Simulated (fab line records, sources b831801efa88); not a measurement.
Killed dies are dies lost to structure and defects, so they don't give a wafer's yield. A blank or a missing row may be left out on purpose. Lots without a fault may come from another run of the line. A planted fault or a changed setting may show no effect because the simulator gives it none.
Which tool did it? | flow sfq_line | 15 lots, 45 wafers sampled, at 4 steps of a route of 325

WHAT THE GAUGES READ, wafer by wafer
SFQ_M8_OVL_MEAS_948.
lot  | measured     | on         | M8_OVL (nm)
L274 | day 79 23:54 | overlay-01 | -1 5 -5
L275 | day 80 11:08 | overlay-02 | 1 -3 4
L277 | day 80 21:56 | overlay-01 | -5 -13 -7
L279 | day 81 22:47 | overlay-02 | -3 -8 -7
L280 | day 82 03:34 | overlay-01 | -2 -4 -9
L281 | day 82 06:00 | overlay-02 | 0 -2 6
L285 | day 86 13:04 | overlay-01 | - - -
L286 | day 86 14:16 | overlay-01 | - - -
L287 | day 86 15:28 | overlay-01 | - - -
L289 | day 86 19:04 | overlay-01 | 5 -1 4
L291 | day 88 05:10 | overlay-01 | -5 6 -3
L292 | day 88 12:23 | overlay-01 | 4 -11 -6
L293 | day 88 18:49 | overlay-02 | 2 8 8
L294 | day 92 03:58 | overlay-01 | -2 -7 -4
L297 | day 92 19:31 | overlay-02 | -1 -4 -5

WHICH TOOL RAN EACH LOT (tool, then ch and the chambers of the sampled wafers, then the start)
lot  | SFQ_TRILAYER_M6_DEP_SPUTTER_157 | SFQ_TRILAYER_I6_VIA_STRIP_STRIP_173 | SFQ_TRILAYER_M8_LITHO_EXPOSE_194
L274 | pvd_sputter-03, day 70 20:31    | rie_metal-02 ch 0,1, day 72 02:35   | krf_scanner-02 ch 0, day 79 22:36
L275 | pvd_sputter-06, day 71 00:06    | rie_metal-04 ch 0,1, day 75 21:46   | krf_scanner-02 ch 0, day 80 09:50
L277 | pvd_sputter-04, day 71 07:02    | rie_metal-03 ch 0,1, day 76 08:44   | krf_scanner-02 ch 0, day 80 20:50
L279 | pvd_sputter-06, day 71 14:14    | rie_metal-03 ch 0,1, day 76 16:13   | krf_scanner-02 ch 0, day 81 21:53
L280 | pvd_sputter-04, day 71 16:38    | rie_metal-02 ch 0,1, day 76 18:25   | krf_scanner-02 ch 0, day 82 02:05
L281 | pvd_sputter-06, day 71 19:02    | rie_metal-04 ch 0,1, day 76 19:37   | krf_scanner-02 ch 0, day 82 04:42
L285 | pvd_sputter-04, day 72 04:46    | rie_metal-02 ch 0,1, day 81 03:58   | krf_scanner-01, day 86 11:34
L286 | pvd_sputter-03, day 72 05:58    | rie_metal-04 ch 0,1, day 81 07:41   | krf_scanner-01, day 86 12:46
L287 | pvd_sputter-06, day 72 08:22    | rie_metal-02 ch 0,1, day 81 17:37   | krf_scanner-01, day 86 14:22
L289 | pvd_sputter-06, day 72 14:22    | rie_metal-02 ch 0,1, day 82 03:01   | krf_scanner-01 ch 0, day 86 17:34
L291 | pvd_sputter-03, day 75 04:34    | rie_metal-04 ch 0,1, day 83 19:56   | krf_scanner-01 ch 0, day 88 03:41
L292 | pvd_sputter-04, day 75 06:57    | rie_metal-04 ch 0,1, day 84 00:44   | krf_scanner-01 ch 0, day 88 10:54
L293 | pvd_sputter-04, day 75 10:45    | rie_metal-02 ch 0,1, day 84 06:44   | krf_scanner-02 ch 0, day 88 17:32
L294 | pvd_sputter-03, day 77 04:43    | rie_metal-04 ch 0,1, day 85 07:25   | krf_scanner-02 ch 0, day 92 02:28
L297 | pvd_sputter-04, day 78 00:10    | rie_metal-04 ch 0,1, day 86 06:26   | krf_scanner-02 ch 0, day 92 18:13
- SFQ_TRILAYER_M6_DEP_SPUTTER_157: material Nb, target thk 200 nm, time 133.3 s.
- SFQ_TRILAYER_I6_VIA_STRIP_STRIP_173: strips in O2.
- SFQ_TRILAYER_M8_LITHO_EXPOSE_194: exposes mask M8, target cd 2000 nm.

WHAT THE TOOLS THEMSELVES READ (means of the sampled wafers that have a number; where no wafer has one, the mark that the record gives instead)
SFQ_TRILAYER_M6_DEP_SPUTTER_157.
lot  | tool           | throttle_valve_pct (%)
L274 | pvd_sputter-03 | 29.3
L275 | pvd_sputter-06 | 29.3
L277 | pvd_sputter-04 | 30.3
L279 | pvd_sputter-06 | 29.5
L280 | pvd_sputter-04 | 30.5
L281 | pvd_sputter-06 | 29.9
L285 | pvd_sputter-04 | 30.4
L286 | pvd_sputter-03 | 29.4
L287 | pvd_sputter-06 | 29.7
L289 | pvd_sputter-06 | 28.8
L291 | pvd_sputter-03 | 30.7
L292 | pvd_sputter-04 | 31.2
L293 | pvd_sputter-04 | 30.3
L294 | pvd_sputter-03 | 30.1
L297 | pvd_sputter-04 | 31.1

SFQ_TRILAYER_I6_VIA_STRIP_STRIP_173.
lot  | tool         | drypump_motor_current_A (A) | oes_product_au (a.u.)
L274 | rie_metal-02 | 5.8                         | 0.988
L275 | rie_metal-04 | 5.9                         | 0.992
L277 | rie_metal-03 | 5.8                         | 0.993
L279 | rie_metal-03 | 5.8                         | 1.003
L280 | rie_metal-02 | 6.0                         | 0.995
L281 | rie_metal-04 | 6.1                         | 0.995
L285 | rie_metal-02 | 5.7                         | 0.980
L286 | rie_metal-04 | 6.1                         | 1.001
L287 | rie_metal-02 | 6.0                         | 1.000
L289 | rie_metal-02 | 6.0                         | 1.001
L291 | rie_metal-04 | 6.0                         | 1.007
L292 | rie_metal-04 | 6.0                         | 0.996
L293 | rie_metal-02 | 5.7                         | 0.991
L294 | rie_metal-04 | 5.9                         | 0.990
L297 | rie_metal-04 | 6.1                         | 1.011

SFQ_TRILAYER_M8_LITHO_EXPOSE_194.
lot  | tool           | exposure_dose_mJ_cm2 | focus_offset_nm (nm)
L274 | krf_scanner-02 | 14.401               | 0.0
L275 | krf_scanner-02 | 14.392               | 0.0
L277 | krf_scanner-02 | 14.386               | 0.2
L279 | krf_scanner-02 | 14.412               | -0.2
L280 | krf_scanner-02 | 14.408               | 0.1
L281 | krf_scanner-02 | 14.397               | -0.6
L285 | krf_scanner-01 | -                    | -
L286 | krf_scanner-01 | -                    | -
L287 | krf_scanner-01 | -                    | -
L289 | krf_scanner-01 | 14.404               | -0.2
L291 | krf_scanner-01 | 14.399               | -0.3
L292 | krf_scanner-01 | 14.403               | 0.0
L293 | krf_scanner-02 | 14.399               | 0.2
L294 | krf_scanner-02 | 14.398               | -0.2
L297 | krf_scanner-02 | 14.405               | -0.7

THE ANSWER, worked out from the rows above alone
Rule: what is usual is taken from the lots themselves. Put in order of their means at a reading, lots are off if they are a third of the lots or fewer, leave a main group of 4 or more, and stand apart from it by a gap of 3 or more times the standard deviation of the main group's means; of several such gaps the widest counts. A main group whose means are all the same, to the digits that the tables above print for the reading, isn't used. A lot without any number at a reading at which 4 lots or more have one is off too. The other lots that the step has rows for count as sound. The gauges are gone through in route order, then the tools' own readings, and for those a lot's mean is taken as printed above. The first step at which some lot is off is used, and at that step the reading that is off furthest; a lot without a number counts as furthest.
Off: L285, L286, L287, at SFQ_M8_OVL_MEAS_948 (M8_OVL). Without a number there: L285, L286, L287. The main group: mean -2 nm, standard deviation 3.9.
A tool fits if, at a process step before that reading, it ran every lot that is off, and no sound lot after the first of them. The gauges at SFQ_M8_OVL_MEAS_948 aren't tried: what is off there is off at SFQ_TRILAYER_M8_LITHO_EXPOSE_194 too, on other tools, and a gauge's error can't cause that. None of those tried fits.

WHAT THE SIMULATOR HAD PUT IN
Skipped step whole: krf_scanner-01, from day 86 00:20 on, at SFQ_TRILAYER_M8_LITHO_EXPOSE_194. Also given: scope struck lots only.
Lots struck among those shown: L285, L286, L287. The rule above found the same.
